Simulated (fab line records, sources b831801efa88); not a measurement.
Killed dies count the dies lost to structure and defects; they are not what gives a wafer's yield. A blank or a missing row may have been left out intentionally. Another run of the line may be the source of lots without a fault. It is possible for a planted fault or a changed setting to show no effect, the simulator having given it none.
Which tool was responsible? + flow sky130 + Sampling: 24 lots, 72 wafers, 4 of 708 route steps

## WHAT THE GAUGES SHOWED, per wafer
SKY_FIELD_ISO_BOW_MEAS_00. Usual: INCOMING_BOW 0 um, standard deviation 6.1.
| lot  | measured    | on           | INCOMING_BOW (um) | flag |
|------|-------------|--------------|-------------------|------|
| L074 | day 1 10:01 | filmMetro-03 | -2 11 4           |      |
| L075 | day 1 15:00 | filmMetro-02 | -7 9 11           |      |
| L076 | day 1 20:00 | filmMetro-01 | 8 -18 -5          |      |
| L077 | day 2 01:00 | filmMetro-01 | 4 -9 3            |      |
| L078 | day 2 06:01 | filmMetro-02 | -8 2 -15          |      |
| L079 | day 2 11:02 | filmMetro-01 | 1 -4 1            |      |
| L080 | day 2 16:00 | filmMetro-01 | 3 2 -4            |      |
| L081 | day 2 21:01 | filmMetro-02 | -4 1 11           |      |
| L082 | day 3 02:02 | filmMetro-02 | 7 -3 -3           |      |
| L083 | day 3 07:00 | filmMetro-01 | 7 0 -6            |      |
| L084 | day 3 12:00 | filmMetro-01 | -5 1 -8           |      |
| L085 | day 3 17:00 | filmMetro-02 | 0 1 1             |      |
| L086 | day 3 22:02 | filmMetro-03 | 7 4 -2            |      |
| L087 | day 4 03:02 | filmMetro-03 | 2 -9 2            |      |
| L088 | day 4 08:02 | filmMetro-03 | 4 -9 -9           |      |
| L089 | day 4 13:00 | filmMetro-02 | -3 2 -1           |      |
| L090 | day 4 18:02 | filmMetro-03 | -5 8 -15          |      |
| L091 | day 4 23:00 | filmMetro-01 | 7 -14 -1          |      |
| L092 | day 5 04:01 | filmMetro-03 | -7 -15 7          |      |
| L093 | day 5 09:04 | filmMetro-03 | 0 -5 -2           |      |
| L094 | day 5 14:00 | filmMetro-01 | 1 -7 5            |      |
| L095 | day 5 19:01 | filmMetro-01 | 4 -1 -3           |      |
| L096 | day 6 00:00 | filmMetro-02 | 0 -10 4           |      |
| L097 | day 6 05:00 | filmMetro-03 | -5 -1 -4          |      |

SKY_FIELD_ISO_THK_MEAS_02. Usual: FIELD_ISO_OXIDATION_00_THK 12.06 nm, standard deviation 0.25.
| lot  | measured    | on           | FIELD_ISO_OXIDATION_00_THK (nm) | flag |
|------|-------------|--------------|---------------------------------|------|
| L074 | day 1 12:41 | filmMetro-02 | 11.93 11.90 11.86               |      |
| L075 | day 1 21:20 | filmMetro-03 | 11.59 11.89 11.85               |      |
| L076 | day 2 01:09 | filmMetro-02 | 11.87 11.84 11.68               |      |
| L077 | day 2 04:27 | filmMetro-02 | 11.78 11.83 11.71               |      |
| L078 | day 2 09:39 | filmMetro-03 | 12.28 12.57 12.36               |      |
| L079 | day 2 14:04 | filmMetro-03 | 12.64 12.71 12.42               |      |
| L080 | day 2 17:38 | filmMetro-01 | 11.80 12.11 12.02               |      |
| L081 | day 2 23:15 | filmMetro-02 | 12.08 12.21 11.92               |      |
| L082 | day 3 06:06 | filmMetro-01 | 12.23 12.01 12.02               |      |
| L083 | day 3 10:10 | filmMetro-01 | 11.74 11.96 12.03               |      |
| L084 | day 3 15:39 | filmMetro-02 | 12.14 12.13 12.14               |      |
| L085 | day 3 20:13 | filmMetro-02 | 12.23 12.11 12.22               |      |
| L086 | day 4 00:17 | filmMetro-02 | 12.10 12.05 12.01               |      |
| L087 | day 4 04:52 | filmMetro-02 | 11.82 11.70 11.80               |      |
| L088 | day 4 09:39 | filmMetro-02 | 12.40 12.35 12.19               |      |
| L089 | day 4 15:28 | filmMetro-03 | 12.23 12.19 12.45               |      |
| L090 | day 4 20:27 | filmMetro-02 | 11.91 12.02 12.02               |      |
| L091 | day 5 01:28 | filmMetro-02 | 12.11 12.13 12.13               |      |
| L092 | day 5 05:38 | filmMetro-01 | 11.62 11.80 11.58               |      |
| L093 | day 5 11:09 | filmMetro-03 | 12.26 11.98 12.25               |      |
| L094 | day 5 16:33 | filmMetro-03 | 12.16 12.28 12.38               |      |
| L095 | day 5 20:38 | filmMetro-02 | 12.18 11.97 12.15               |      |
| L096 | day 6 02:25 | filmMetro-01 | 12.26 12.50 12.33               |      |
| L097 | day 6 08:23 | filmMetro-03 | 11.85 11.96 12.02               |      |

SKY_NWELL_RS_MEAS_31: a four-point-probe measurement. Usual: PWDE_RS 5277 ohm/sq, standard deviation 16.
| lot  | measured     | on           | PWDE_RS (ohm/sq) | flag |
|------|--------------|--------------|------------------|------|
| L074 | day 5 09:00  | filmMetro-04 | 5280 5272 5273   |      |
| L075 | day 5 18:08  | filmMetro-03 | 5244 5235 5255   |      |
| L076 | day 6 02:47  | filmMetro-04 | 5286 5304 5287   |      |
| L077 | day 6 08:41  | filmMetro-01 | 5303 5298 5325   |      |
| L078 | day 6 12:18  | filmMetro-04 | 5285 5307 5289   |      |
| L079 | day 6 20:02  | filmMetro-04 | 5296 5272 5289   |      |
| L080 | day 6 22:47  | filmMetro-01 | 5276 5298 5283   |      |
| L081 | day 7 05:30  | filmMetro-03 | 5263 5278 5273   |      |
| L082 | day 7 11:40  | filmMetro-03 | 5277 5301 5298   |      |
| L083 | day 7 18:02  | filmMetro-01 | 5244 5247 5259   |      |
| L084 | day 8 00:50  | filmMetro-04 | 5279 5274 5273   |      |
| L085 | day 8 08:50  | filmMetro-01 | 5284 5274 5313   |      |
| L086 | day 8 13:53  | filmMetro-01 | 5268 5277 5293   |      |
| L087 | day 8 19:10  | filmMetro-01 | 5269 5260 5278   |      |
| L088 | day 8 21:43  | filmMetro-04 | 5268 5276 5286   |      |
| L089 | day 9 04:26  | filmMetro-04 | 5299 5280 5276   |      |
| L090 | day 9 10:12  | filmMetro-04 | 5277 5267 5258   |      |
| L091 | day 9 19:38  | filmMetro-04 | 5278 5283 5289   |      |
| L092 | day 9 19:57  | filmMetro-03 | 5275 5272 5275   |      |
| L093 | day 10 04:44 | filmMetro-03 | 5258 5260 5267   |      |
| L094 | day 10 12:53 | filmMetro-01 | 5268 5272 5288   |      |
| L095 | day 10 18:21 | filmMetro-04 | 5251 5274 5276   |      |
| L096 | day 10 22:38 | filmMetro-03 | 5270 5262 5288   |      |
| L097 | day 11 04:44 | filmMetro-01 | 5244 5260 5256   |      |

## TOOL THAT RAN EACH LOT (tool first, then ch and the chambers of the sampled wafers, then the start)
| lot  | SKY_FIELD_ISO_ETCH_14            |
|------|----------------------------------|
| L074 | rieDiel-01 ch 0,3, day 2 04:53   |
| L075 | rieDiel-03 ch 0,2,3, day 2 13:59 |
| L076 | rieDiel-03 ch 0,2, day 2 18:37   |
| L077 | rieDiel-04 ch 2,3, day 2 21:34   |
| L078 | rieDiel-01 ch 0,2,3, day 3 03:04 |
| L079 | rieDiel-03 ch 0,1,2, day 3 08:16 |
| L080 | rieDiel-01 ch 0,2, day 3 11:04   |
| L081 | rieDiel-01 ch 2,3, day 3 16:59   |
| L082 | rieDiel-04 ch 0,1,2, day 4 01:49 |
| L083 | rieDiel-03 ch 0,1,3, day 4 04:46 |
| L084 | rieDiel-03 ch 1,2,3, day 4 10:26 |
| L085 | rieDiel-04 ch 1,2,3, day 4 18:35 |
| L086 | rieDiel-04 ch 2,3, day 4 22:13   |
| L087 | rieDiel-01 ch 0,2,3, day 5 00:37 |
| L088 | rieDiel-03 ch 0,1,2, day 5 05:08 |
| L089 | rieDiel-03 ch 0,1, day 5 10:32   |
| L090 | rieDiel-04 ch 0,1,2, day 5 17:32 |
| L091 | rieDiel-04 ch 0,1,3, day 6 00:17 |
| L092 | rieDiel-03 ch 1,2,3, day 6 02:19 |
| L093 | rieDiel-04 ch 0,1,2, day 6 09:04 |
| L094 | rieDiel-03 ch 0,3, day 6 13:53   |
| L095 | rieDiel-03 ch 0,1,3, day 6 18:10 |
| L096 | rieDiel-01 ch 1,2,3, day 7 00:40 |
| L097 | rieDiel-01 ch 1,3, day 7 06:01   |
- SKY_FIELD_ISO_ETCH_14: etches BARC in N2/H2, stops on SiO2, time 45.9 s, target depth 60 nm.

## WHAT THE TOOLS THEMSELVES READ (means of the sampled wafers that have a number; where no wafer has one, the mark that the record gives instead)
SKY_FIELD_ISO_ETCH_14. Usual: drypumpMotorCurrentA 5.9 A, standard deviation 0.36; oesProductAu 0.855 a.u., standard deviation 0.0049; throttleValvePct 13.224 %, standard deviation 0.0087.
| lot  | tool       | drypumpMotorCurrentA (A) | oesProductAu (a.u.) | throttleValvePct (%) | flag |
|------|------------|--------------------------|---------------------|----------------------|------|
| L074 | rieDiel-01 | 5.4                      | 0.859               | 13.221               |      |
| L075 | rieDiel-03 | 6.0                      | 0.852               | 13.223               |      |
| L076 | rieDiel-03 | 5.7                      | 0.861               | 13.217               |      |
| L077 | rieDiel-04 | 6.0                      | 0.853               | 13.221               |      |
| L078 | rieDiel-01 | 5.4                      | 0.848               | 13.221               |      |
| L079 | rieDiel-03 | 5.9                      | 0.855               | 13.223               |      |
| L080 | rieDiel-01 | 5.5                      | 0.859               | 13.226               |      |
| L081 | rieDiel-01 | 5.4                      | 0.855               | 13.224               |      |
| L082 | rieDiel-04 | 6.2                      | 0.858               | 13.222               |      |
| L083 | rieDiel-03 | 6.2                      | 0.865               | 13.226               |      |
| L084 | rieDiel-03 | 6.1                      | 0.854               | 13.224               |      |
| L085 | rieDiel-04 | 6.1                      | 0.852               | 13.214               |      |
| L086 | rieDiel-04 | 6.0                      | 0.857               | 13.225               |      |
| L087 | rieDiel-01 | 5.4                      | 0.854               | 13.221               |      |
| L088 | rieDiel-03 | 5.9                      | 0.858               | 13.226               |      |
| L089 | rieDiel-03 | 6.0                      | 0.858               | 13.225               |      |
| L090 | rieDiel-04 | 6.1                      | 0.856               | 13.221               |      |
| L091 | rieDiel-04 | 6.1                      | 0.852               | 13.228               |      |
| L092 | rieDiel-03 | 6.1                      | 0.849               | 13.222               |      |
| L093 | rieDiel-04 | 6.1                      | 0.860               | 13.228               |      |
| L094 | rieDiel-03 | 6.1                      | 0.855               | 13.222               |      |
| L095 | rieDiel-03 | 6.2                      | 0.853               | 13.207               |      |
| L096 | rieDiel-01 | 5.6                      | 0.852               | 13.226               |      |
| L097 | rieDiel-01 | 5.6                      | 0.852               | 13.235               |      |

## THE ANSWER, worked out from the rows above alone
Rule: take the mean of a lot's wafers that have a number; if it is more than 3 standard deviations from the usual mean, the lot is off. Also off: a lot with no number at a reading for which 4 or more lots have one. The other lots that the step has rows for count as sound. Order of review: gauges by route order, followed by the tools' own readings, for which a lot's mean as printed above is used. At the first step where some lot is off, the reading lying furthest off is the one used; lots without a number count as furthest.
None of the lots is off at any reading shown; this tells nothing.

## WHAT THE SIMULATOR HAD PUT IN
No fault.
